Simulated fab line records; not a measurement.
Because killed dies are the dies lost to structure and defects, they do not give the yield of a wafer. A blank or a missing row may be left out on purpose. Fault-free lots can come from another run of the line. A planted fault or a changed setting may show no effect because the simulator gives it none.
Which tool is to blame? | flow sky130 | 24 lots, 72 wafers sampled, at 4 steps of a route of 708

## WHAT THE GAUGES SHOWED, per wafer
SKY_LDD_HVP_OVL_MEAS_07. Usual: LDD_HVP_OVL 0.8 nm, standard deviation 1.3.
lot  | measured     | on         | LDD_HVP_OVL (nm) | flag
L074 | day 21 17:28 | overlay-02 | 2.8 1.1 1.6      |
L075 | day 22 07:43 | overlay-02 | 0.5 0.1 -0.1     |
L076 | day 22 08:58 | overlay-01 | 2.7 4.7 2.0      |
L077 | day 22 23:35 | overlay-02 | 0.8 -0.4 2.0     |
L078 | day 22 23:53 | overlay-01 | 0.1 1.3 1.8      |
L079 | day 23 09:13 | overlay-02 | 2.6 0.2 0.5      |
L080 | day 23 18:47 | overlay-02 | -0.4 0.2 2.0     |
L081 | day 24 02:56 | overlay-01 | 1.7 1.1 2.2      |
L082 | day 24 08:44 | overlay-02 | 0.6 0.7 -1.1     |
L083 | day 24 23:08 | overlay-02 | 1.3 0.2 2.2      |
L084 | day 25 12:13 | overlay-02 | 1.4 -1.0 -0.1    |
L085 | day 25 13:47 | overlay-01 | -0.6 -1.4 -0.5   |
L086 | day 26 07:47 | overlay-02 | 1.3 0.8 -0.7     |
L087 | day 26 16:28 | overlay-01 | -0.6 -1.2 -1.0   |
L088 | day 26 20:16 | overlay-02 | 2.1 3.3 2.8      |
L091 | day 27 10:28 | overlay-02 | 1.5 1.6 1.3      |
L090 | day 27 11:16 | overlay-02 | 0.4 0.2 0.5      |
L089 | day 27 11:59 | overlay-02 | 0.2 1.5 1.9      |
L092 | day 28 18:07 | overlay-01 | 1.2 -0.9 -0.1    |
L093 | day 28 20:50 | overlay-01 | 2.0 1.7 3.3      |
L094 | day 28 21:07 | overlay-01 | -0.2 0.8 -0.9    |
L095 | day 28 22:29 | overlay-01 | 0.4 -0.2 0.5     |
L096 | day 29 02:52 | overlay-02 | -0.6 0.4 -2.0    |
L097 | day 29 07:32 | overlay-01 | 0.1 0.8 -0.3     |

SKY_SD_N_TW_MEAS_12. Usual: SD_N_TW 3975, standard deviation 37.
lot  | measured     | on            | SD_N_TW        | flag
L074 | day 28 00:38 | film_metro-01 | 4043 4051 4045 |
L075 | day 28 11:01 | film_metro-03 | 3977 3960 3950 |
L076 | day 28 15:02 | film_metro-02 | 3962 3969 3978 |
L077 | day 29 01:56 | film_metro-01 | 3992 4015 4017 |
L078 | day 29 03:41 | film_metro-02 | 3939 3955 3931 |
L079 | day 29 12:38 | film_metro-03 | 3973 3974 3973 |
L080 | day 29 21:17 | film_metro-02 | 3992 3964 3985 |
L081 | day 30 03:38 | film_metro-03 | 3998 3963 3986 |
L082 | day 30 08:29 | film_metro-02 | 3923 3952 3916 |
L083 | day 30 21:49 | film_metro-02 | 3954 3961 3959 |
L084 | day 31 08:04 | film_metro-01 | 3991 4016 4001 |
L085 | day 31 14:04 | film_metro-02 | 3979 3960 3980 |
L086 | day 32 04:52 | film_metro-02 | 3973 3955 3976 |
L087 | day 32 12:50 | film_metro-03 | 3930 3942 3918 |
L088 | day 32 16:54 | film_metro-01 | 3987 4017 4024 |
L091 | day 33 08:02 | film_metro-03 | 3900 3880 3882 |
L090 | day 33 09:11 | film_metro-02 | 4002 3984 3988 |
L089 | day 33 10:15 | film_metro-01 | 3988 3993 4003 |
L092 | day 34 15:29 | film_metro-01 | 4028 4019 4032 |
L093 | day 34 16:05 | film_metro-01 | 4014 4023 4007 |
L094 | day 34 16:13 | film_metro-03 | 3965 3959 3968 |
L095 | day 34 17:15 | film_metro-02 | 3982 3991 3999 |
L096 | day 34 18:08 | film_metro-03 | 3968 3937 3957 |
L097 | day 35 02:49 | film_metro-03 | 3944 3955 3927 |

SKY_VIA1_RS_MEAS_22: uses a four-point probe to measure. Usual: VIA1_W_RS 0.424 ohm/sq, standard deviation 0.0086.
lot  | measured     | on            | VIA1_W_RS (ohm/sq) | flag
L074 | day 34 02:57 | film_metro-03 | 0.418 0.422 0.418  |
L075 | day 34 12:02 | film_metro-01 | 0.428 0.429 0.428  |
L076 | day 34 16:18 | film_metro-03 | 0.427 0.428 0.423  |
L077 | day 35 01:10 | film_metro-03 | 0.423 0.430 0.428  |
L078 | day 35 02:55 | film_metro-01 | 0.416 0.415 0.414  |
L079 | day 35 09:58 | film_metro-01 | 0.409 0.423 0.412  |
L080 | day 35 19:52 | film_metro-03 | 0.437 0.423 0.437  |
L081 | day 36 01:20 | film_metro-01 | 0.442 0.425 0.447  |
L082 | day 36 08:57 | film_metro-02 | 0.427 0.437 0.434  |
L083 | day 36 18:26 | film_metro-01 | 0.439 0.424 0.441  |
L084 | day 37 04:07 | film_metro-03 | 0.416 0.414 0.419  |
L085 | day 37 11:28 | film_metro-02 | 0.421 0.424 0.421  |
L086 | day 37 23:36 | film_metro-03 | 0.433 0.431 0.432  |
L087 | day 38 06:55 | film_metro-03 | 0.419 0.422 0.419  |
L088 | day 38 10:53 | film_metro-02 | 0.422 0.430 0.437  |
L091 | day 39 05:13 | film_metro-03 | 0.421 0.419 0.422  |
L090 | day 39 05:29 | film_metro-01 | 0.417 0.419 0.413  |
L089 | day 39 06:44 | film_metro-03 | 0.423 0.426 0.425  |
L092 | day 40 09:27 | film_metro-01 | 0.430 0.430 0.426  |
L093 | day 40 10:53 | film_metro-01 | 0.416 0.414 0.417  |
L094 | day 40 11:51 | film_metro-02 | 0.431 0.437 0.440  |
L095 | day 40 12:23 | film_metro-03 | 0.421 0.413 0.419  |
L096 | day 40 14:13 | film_metro-03 | 0.418 0.414 0.413  |
L097 | day 40 19:09 | film_metro-02 | 0.412 0.416 0.420  |

## WHICH TOOL RAN EACH LOT (tool, then ch and the chambers of the sampled wafers, then the start)
lot  | SKY_VIA1_CMP_02
L074 | cmp-01 ch 0,1,2, day 32 23:11
L075 | cmp-02 ch 0,1,2, day 33 07:14
L076 | cmp-02 ch 0,1,3, day 33 12:23
L077 | cmp-01 ch 0,1,2, day 33 21:18
L078 | cmp-01 ch 1,3, day 33 23:44
L079 | cmp-02 ch 0,1, day 34 06:18
L080 | cmp-01 ch 0,3, day 34 15:07
L081 | cmp-01 ch 1,2,3, day 34 21:40
L082 | cmp-02 ch 0,1,2, day 35 04:43
L083 | cmp-01 ch 0,1,2, day 35 14:50
L084 | cmp-02 ch 0,1,3, day 36 00:23
L085 | cmp-02 ch 0,3, day 36 07:34
L086 | cmp-01 ch 0,2, day 36 20:46
L087 | cmp-01 ch 1,3, day 37 03:13
L088 | cmp-01 ch 0,1,3, day 37 07:52
L091 | cmp-02 ch 0,1,2, day 38 02:07
L090 | cmp-01 ch 0,1, day 38 02:23
L089 | cmp-01 ch 0,1,2, day 38 03:39
L092 | cmp-02 ch 0,1,2, day 39 07:29
L093 | cmp-01 ch 0,1,3, day 39 08:44
L094 | cmp-01 ch 0,1,3, day 39 09:44
L095 | cmp-02 ch 1,2,3, day 39 10:11
L096 | cmp-02 ch 0,1,2, day 39 11:10
L097 | cmp-01 ch 0,1,3, day 39 17:44
- SKY_VIA1_CMP_02: polishes SiO2.

## WHAT THE TOOLS THEMSELVES READ (means of the sampled wafers that have a number; where no wafer has one, the mark that the record gives instead)
SKY_VIA1_CMP_02. Usual: motor_current_A reads 12.5 A (standard deviation 1.3).
lot  | tool   | motor_current_A (A) | flag
L074 | cmp-01 | 12.3                |
L075 | cmp-02 | 11.8                |
L076 | cmp-02 | 11.7                |
L077 | cmp-01 | 12.1                |
L078 | cmp-01 | 14.0                |
L079 | cmp-02 | 11.2                |
L080 | cmp-01 | 14.0                |
L081 | cmp-01 | 12.9                |
L082 | cmp-02 | 11.4                |
L083 | cmp-01 | 11.9                |
L084 | cmp-02 | 12.3                |
L085 | cmp-02 | 12.2                |
L086 | cmp-01 | 12.3                |
L087 | cmp-01 | 13.9                |
L088 | cmp-01 | 12.6                |
L091 | cmp-02 | 11.6                |
L090 | cmp-01 | 11.6                |
L089 | cmp-01 | 12.4                |
L092 | cmp-02 | 11.8                |
L093 | cmp-01 | 13.1                |
L094 | cmp-01 | 12.8                |
L095 | cmp-02 | 12.2                |
L096 | cmp-02 | 11.3                |
L097 | cmp-01 | 13.0                |

## THE ANSWER, worked out from the rows above alone
Rule: a lot is off if the mean of its wafers that have a number lies more than 3 standard deviations from the usual mean. A lot without any number at a reading at which 4 lots or more have one is off too. The other lots that the step has rows for count as sound. After the gauges, taken in route order, come the tools' own readings; for these a lot's mean is taken, as printed above. The first step at which some lot is off is used, and at that step the reading that is off furthest; a lot without a number counts as furthest.
No lot is off on any of the readings shown, so nothing can be concluded from this.

## WHAT THE SIMULATOR HAD INSERTED
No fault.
